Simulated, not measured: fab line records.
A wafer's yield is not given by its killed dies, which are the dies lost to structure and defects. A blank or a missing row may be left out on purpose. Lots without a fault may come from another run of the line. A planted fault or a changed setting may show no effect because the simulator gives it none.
A lot that was struck, set against a sound lot + flow sky130 + 15 out of 708 route steps
Sound: these wafers, L275.1, L275.5, L275.6. Struck: wafer L290.3. (L290.2, L290.5 of the same lot were not struck and are left out.) The cause comes at the end.
For every step that has rows: the tool of each side, followed by ch and its chambers, followed by its first start. Under that, the readings that differ: sound wafers + struck wafers + difference of the means + sigmas: that difference in standard deviations of wafers without a fault.
alike: readings with means less than 2 such deviations apart, plus words and numbers identical on both sides. not compared: withheld readings, readings lacking a value on some wafer, bounds such as >300 that could conceal the same value, and numbers that have no deviation in the record and whose values overlap.
Wherever a step has rows on one side only, a row that says differs or no value, or a row with sigmas, the two part there. Non-overlapping numbers with no deviation appear without sigmas and do not part them. A reading that every wafer of one side lacks parts them only if that side has two wafers or more.

SKY_CONTACT_ETCH_17: etches SiO2 in C4F8/O2/Ar, stops on Si3N4, target depth 340 nm.
  sound on rieDiel-04 ch 0,1, day 31 08:29; struck on rieDiel-01 ch 0, day 36 14:04
| reading             | sound             | struck | difference | sigmas |
|---------------------|-------------------|--------|------------|--------|
| oesProductAu (a.u.) | 0.882 0.889 0.890 | 0.898  | +0.011     | +2     |
then, 5 steps without rows for these wafers: SKY_CONTACT_ETCH_18 (etches Si3N4 in CHF3/O2, stops on TiN, time 39 s, target depth 75 nm); SKY_CONTACT_STRIP_19 (strips in O2/N2); SKY_CONTACT_STRIP_20 (strips in post etch residue remover, time 1200 s); SKY_CONTACT_CLEAN_21 (cleans in IPA, time 180 s); SKY_CONTACT_CLEAN_22 (cleans in O3/DIW).
SKY_CONTACT_SPUTTER_23: material TiN, target thk 20 nm, time 80 s.
  struck on pvdSputter-01, day 36 14:50; sound on pvdSputter-02, day 31 09:31
  alike: cathodeDcPowerW, chamberPressurePa, throttleValvePct
SKY_CONTACT_CVD_24: deposits W, target thk 340 nm, time 102.12 s.
  sound on cvdW-02 ch 0,1, day 31 09:34; struck on cvdW-02 ch 1, day 36 15:40
  alike: heaterPowerOuterW, heaterPowerW
SKY_CONTACT_RS_MEAS_25: measures by four-point-probe.
  struck on filmMetro-03, day 36 15:48; sound on filmMetro-02, day 31 09:41
  alike: CONTACT_W_RS
SKY_CONTACT_THK_MEAS_26: measures by xrf.
  struck on filmMetro-03, day 36 15:55; sound on filmMetro-02, day 31 09:48
  alike: CONTACT_W_THK
SKY_CONTACT_CMP_27: polishes, stops on SiO2, t overpolish 15 s, target thk 0 nm.
  sound on cmp-01 ch 0,2,3, day 31 10:01; struck on cmp-01 ch 1, day 36 15:58
  alike: motorCurrentA, overpolishRunS, retainingRingPressureFrac, timeToEndpointS
SKY_METAL1_SPUTTER_00: material Ti, target thk 15 nm, time 10 s.
  struck on pvdSputter-01, day 36 16:16; sound on pvdSputter-01, day 31 10:10
| reading              | sound                | struck | difference | sigmas |
|----------------------|----------------------|--------|------------|--------|
| cathodeDcPowerW (W)  | 3000.9 3000.2 3000.8 | 2998.5 | -2.1       | -3     |
| throttleValvePct (%) | 29.3 30.3 28.3       | 31.5   | +2.2       | +2     |
  alike: chamberPressurePa
SKY_METAL1_SPUTTER_01: material TiN, target thk 20 nm, time 16.7 s.
  struck on pvdSputter-01, day 36 16:17; sound on pvdSputter-01, day 31 10:11
| reading                                   | sound                | struck | difference | sigmas      |
|-------------------------------------------|----------------------|--------|------------|-------------|
| cathodeDcPowerW (W)                       | 6501.7 6499.2 6499.9 | 6769.6 | +269.3     | +99 or more |
| throttleValvePct (%)                      | 29.2 30.3 28.4       | 31.5   | +2.2       | +2          |
| model.TiN_of_METAL1_SPUTTER_01.thkNm (nm) | 20.53 20.07 20.44    | 21.21  | +0.86      |             |
  alike: chamberPressurePa
then, 1 step without rows for these wafers: SKY_METAL1_SPUTTER_02 (material AlCu, target thk 250 nm, time 13.3 s).
-- the record jumps here: 13 days lie between the struck wafers' starts before and after (it left off in module METAL1 and takes up again in module PAD_OPEN, whose first step shown is number 708 of the route) --
SKY_PAD_OPEN_PROBE_99:
  struck on prober-02, day 49 14:47; sound on prober-02, day 45 14:08
| reading         | sound | struck | difference | sigmas |
|-----------------|-------|--------|------------|--------|
| killed_at_M4_up | 2 1 0 | 5      | +4         | +2     |
  alike: defectLimitedYield, killed_at_M0_to_M3, killedAtContacts, killedAtFrontEnd, killedAtOther, killedDies, killedOpen, killedShort, sort_bin_3_pad_short, sort_bin_5_function, sort_bin_6_memory, sortNPass, sortYieldPct

WHERE THEY PART
First at SKY_CONTACT_ETCH_17; last, within this record, at SKY_PAD_OPEN_PROBE_99.

WHY: what the simulator had put in
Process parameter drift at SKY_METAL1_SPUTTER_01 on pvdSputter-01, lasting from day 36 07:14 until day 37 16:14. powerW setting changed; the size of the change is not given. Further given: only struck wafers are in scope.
